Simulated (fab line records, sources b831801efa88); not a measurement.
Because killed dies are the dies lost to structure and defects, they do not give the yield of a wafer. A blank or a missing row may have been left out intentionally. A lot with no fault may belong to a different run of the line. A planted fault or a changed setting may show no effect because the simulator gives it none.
Which tool was responsible?    flow sky130    6 lots (18 wafers sampled), 1 step of a 708-step route

## WHAT EACH GAUGE READ, for each wafer
SKY_CAP2M_THK_MEAS_04: measures by xrf.
lot   measured      on             CAP2M_TIN_THK (nm)
L646  day 40 09:15  film-metro-03  195.7 194.7 194.5
L648  day 41 08:21  film-metro-01  196.6 195.1 194.8
L654  day 42 21:30  film-metro-02  197.1 196.2 196.5
L655  day 43 04:22  film-metro-01  197.2 197.0 197.3
L660  day 44 11:25  film-metro-01  196.5 193.9 195.3
L665  day 45 21:24  film-metro-01  196.7 195.1 196.4

## EACH LOT AND THE TOOL THAT RAN IT (in order: tool; ch and the chambers of the sampled wafers; start)
No process step before these readings appears in the record.

## THE ANSWER, worked out from the rows above alone
Rule: usual is defined by the lots themselves. Put in order of their means at a reading, lots are off if they are a third of the lots or fewer, leave a main group of 4 or more, and stand apart from it by a gap of 3 or more times the standard deviation of the main group's means; of several such gaps the widest counts. The tables above print the reading to a certain number of digits; a main group whose means all agree to those digits is not used. A lot without any number at a reading at which 4 lots or more have one is off too. Where the step has rows for the other lots, those lots are counted as sound.
No lot is off on any of the readings shown, so nothing can be concluded from this.

## WHAT THE SIMULATOR HAD PUT IN
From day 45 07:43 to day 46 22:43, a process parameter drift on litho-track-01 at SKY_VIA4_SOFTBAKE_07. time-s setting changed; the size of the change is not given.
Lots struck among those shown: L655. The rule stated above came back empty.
